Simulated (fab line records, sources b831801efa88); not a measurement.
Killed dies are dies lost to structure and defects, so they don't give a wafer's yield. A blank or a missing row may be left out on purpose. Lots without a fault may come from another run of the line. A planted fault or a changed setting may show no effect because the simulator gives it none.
Which tool did it? | flow sky130 | 12 lots, 36 wafers sampled, at 6 steps of a route of 708

WHAT THE GAUGES READ, wafer by wafer
SKY_GATE_OXIDE_TW_MEAS_14.
lot  | measured     | on            | GATE_OXIDE_TW
L340 | day 13 21:37 | film_metro-03 | 222.5 221.9 222.7
L342 | day 15 23:14 | film_metro-01 | 225.0 225.4 224.4
L343 | day 16 03:00 | film_metro-01 | 224.1 225.8 225.9
L345 | day 16 04:14 | film_metro-04 | 221.4 222.1 223.2
L344 | day 16 04:33 | film_metro-03 | 222.9 222.9 221.6
L347 | day 16 11:32 | film_metro-01 | 226.2 225.9 225.5
L348 | day 16 15:18 | film_metro-04 | 222.6 221.6 222.2
L350 | day 17 16:20 | film_metro-03 | 222.7 222.9 222.9
L359 | day 20 22:59 | film_metro-03 | 223.2 221.5 221.4
L358 | day 20 23:49 | film_metro-03 | 220.8 221.2 222.2
L360 | day 21 02:19 | film_metro-01 | 226.4 226.2 225.2
L362 | day 21 18:35 | film_metro-01 | 224.8 225.5 225.9

SKY_RES_PROTECT_TW_MEAS_08.
lot  | measured     | on            | POLY_GATE_TW
L340 | day 15 04:11 | film_metro-03 | 4012 4002 4023
L342 | day 17 06:15 | film_metro-03 | 3989 4013 4006
L343 | day 17 09:25 | film_metro-03 | 4027 4014 4020
L345 | day 17 11:05 | film_metro-04 | 4039 4013 4006
L344 | day 17 11:42 | film_metro-03 | 4019 4016 4013
L347 | day 17 23:46 | film_metro-04 | 3980 4006 4001
L348 | day 17 23:37 | film_metro-03 | 4017 3995 4018
L350 | day 19 01:47 | film_metro-04 | 3984 4002 3976
L359 | day 22 08:30 | film_metro-04 | 3971 3951 3991
L358 | day 22 10:06 | film_metro-04 | 3950 3938 3945
L360 | day 22 12:14 | film_metro-04 | 3990 3981 3971
L362 | day 23 04:32 | film_metro-04 | 3969 3955 3979

SKY_POLY_GATE_THK_MEAS_04.
lot  | measured     | on            | POLY_GATE_CVD_03_THK (nm)
L340 | day 15 07:37 | film_metro-01 | 74.5 74.2 73.9
L342 | day 17 07:46 | film_metro-01 | 75.5 75.6 75.2
L343 | day 17 12:16 | film_metro-02 | 75.2 75.0 75.1
L345 | day 17 14:50 | film_metro-02 | 75.8 76.1 75.5
L344 | day 17 14:51 | film_metro-01 | 75.0 74.6 74.9
L347 | day 18 07:05 | film_metro-03 | 75.6 75.1 75.0
L348 | day 18 07:04 | film_metro-02 | 75.4 75.1 74.2
L350 | day 19 03:16 | film_metro-02 | 74.9 75.8 75.2
L359 | day 22 09:58 | film_metro-01 | 75.5 74.6 76.2
L358 | day 22 12:32 | film_metro-03 | 75.6 76.0 75.6
L360 | day 22 13:55 | film_metro-03 | 74.8 74.3 74.2
L362 | day 23 06:29 | film_metro-02 | 74.4 74.3 74.7

SKY_LDD_N_TW_MEAS_17.
lot  | measured     | on            | LDD_N_TW
L340 | day 17 21:34 | film_metro-04 | 2553 2569 2574
L342 | day 20 05:13 | film_metro-02 | 2590 2606 2587
L343 | day 20 05:32 | film_metro-04 | 2529 2537 2530
L345 | day 20 08:47 | film_metro-02 | 2604 2592 2596
L344 | day 20 08:55 | film_metro-04 | 2535 2535 2550
L347 | day 20 23:50 | film_metro-04 | 2532 2531 2531
L348 | day 20 23:38 | film_metro-01 | 2615 2605 2616
L350 | day 21 19:14 | film_metro-02 | 2633 2628 2648
L359 | day 25 00:32 | film_metro-04 | 2781 2782 2790
L358 | day 25 02:13 | film_metro-02 | 2898 2872 2872
L360 | day 25 03:59 | film_metro-01 | 2594 2592 2600
L362 | day 25 19:47 | film_metro-04 | 2542 2536 2556

WHICH TOOL RAN EACH LOT (tool, then ch and the chambers of the sampled wafers, then the start)
lot  | SKY_LDD_N_IMPLANT_10            | SKY_LDD_N_STRIP_16
L340 | implanter-01 ch 0, day 17 20:34 | plasma_asher-04 ch 0,1, day 17 21:28
L342 | implanter-01 ch 0, day 20 04:14 | plasma_asher-04 ch 0,1, day 20 05:07
L343 | implanter-04 ch 0, day 20 04:34 | plasma_asher-01 ch 0,1, day 20 05:26
L345 | implanter-01 ch 0, day 20 07:49 | plasma_asher-03 ch 0,1, day 20 08:41
L344 | implanter-04 ch 0, day 20 07:56 | plasma_asher-04 ch 0,1, day 20 08:49
L347 | implanter-01 ch 0, day 20 22:52 | plasma_asher-01 ch 0,1, day 20 23:44
L348 | implanter-04 ch 0, day 20 22:40 | plasma_asher-04 ch 0,1, day 20 23:32
L350 | implanter-04 ch 0, day 21 18:16 | plasma_asher-03 ch 0,1, day 21 19:08
L359 | implanter-04 ch 0, day 24 23:32 | plasma_asher-04 ch 0,1, day 25 00:26
L358 | implanter-04 ch 0, day 25 01:13 | plasma_asher-03 ch 0,1, day 25 02:07
L360 | implanter-01 ch 0, day 25 03:00 | plasma_asher-04 ch 0,1, day 25 03:53
L362 | implanter-01 ch 0, day 25 18:47 | plasma_asher-03 ch 0,1, day 25 19:41
- SKY_LDD_N_IMPLANT_10
- SKY_LDD_N_STRIP_16: strips in O2/N2.

WHAT THE TOOLS THEMSELVES READ (means of the sampled wafers that have a number; where no wafer has one, the mark that the record gives instead)
SKY_LDD_N_IMPLANT_10.
lot  | tool         | beam_on_s (s) | dose_ions_cm2
L340 | implanter-01 | 9.97          | 7.5e+13
L342 | implanter-01 | 9.90          | 7.5e+13
L343 | implanter-04 | 9.91          | 7.5e+13
L345 | implanter-01 | 9.79          | 7.5e+13
L344 | implanter-04 | 10.16         | 7.5e+13
L347 | implanter-01 | 10.09         | 7.5e+13
L348 | implanter-04 | 9.99          | 7.5e+13
L350 | implanter-04 | 10.18         | 7.5e+13
L359 | implanter-04 | 36.06         | 2.8e+14
L358 | implanter-04 | 36.63         | 2.8e+14
L360 | implanter-01 | 10.04         | 7.5e+13
L362 | implanter-01 | 10.17         | 7.5e+13

SKY_LDD_N_STRIP_16.
lot  | tool            | drypump_motor_current_A (A) | oes_product_au (a.u.) | strip_time_to_endpoint_s (s)
L340 | plasma_asher-04 | 5.8                         | 0.407                 | 4.312
L342 | plasma_asher-04 | 6.1                         | 0.404                 | 4.317
L343 | plasma_asher-01 | 5.9                         | 0.406                 | 4.326
L345 | plasma_asher-03 | 5.7                         | 0.408                 | 4.306
L344 | plasma_asher-04 | 5.8                         | 0.406                 | 4.310
L347 | plasma_asher-01 | 5.9                         | 0.402                 | 4.296
L348 | plasma_asher-04 | 5.8                         | 0.407                 | 4.300
L350 | plasma_asher-03 | 5.8                         | 0.404                 | 4.334
L359 | plasma_asher-04 | 6.1                         | 0.407                 | 4.847
L358 | plasma_asher-03 | 5.6                         | 0.406                 | 4.853
L360 | plasma_asher-04 | 5.8                         | 0.406                 | 4.333
L362 | plasma_asher-03 | 5.7                         | 0.407                 | 4.319

THE ANSWER, worked out from the rows above alone
Rule: what is usual is taken from the lots themselves. Put in order of their means at a reading, lots are off if they are a third of the lots or fewer, leave a main group of 4 or more, and stand apart from it by a gap of 3 or more times the standard deviation of the main group's means; of several such gaps the widest counts. A main group whose means are all the same, to the digits that the tables above print for the reading, isn't used. A lot without any number at a reading at which 4 lots or more have one is off too. The other lots that the step has rows for count as sound. The gauges are gone through in route order, then the tools' own readings, and for those a lot's mean is taken as printed above. The first step at which some lot is off is used, and at that step the reading that is off furthest; a lot without a number counts as furthest.
Off: L359, L358, at SKY_LDD_N_TW_MEAS_17 (LDD_N_TW). The main group: mean 2575, standard deviation 35.
A tool fits if, at a process step before that reading, it ran every lot that is off, and no sound lot after the first of them. The gauges at SKY_LDD_N_TW_MEAS_17 aren't tried: what is off there is off at SKY_LDD_N_IMPLANT_10 too, on other tools, and a gauge's error can't cause that. One fits: implanter-04 at SKY_LDD_N_IMPLANT_10. Its last sound lot is L350 (day 21 18:16), its first lot that is off L359 (day 24 23:32): a fault that began between those two fits.
The tool's own readings at SKY_LDD_N_IMPLANT_10 bear it out: on the lots that are off they differ by more than 5 times the standard deviation of the sound lots' means. beam_on_s reads 36.34 s there against 10.02 s on the sound lots; dose_ions_cm2 reads 2.8e+14 there against 7.5e+13 on the sound lots.

WHAT THE SIMULATOR HAD PUT IN
Process parameter drift: implanter-04, from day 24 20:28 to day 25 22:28, at SKY_LDD_N_IMPLANT_10. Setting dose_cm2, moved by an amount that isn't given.
Lots struck among those shown: L359, L358. The rule above found the same.
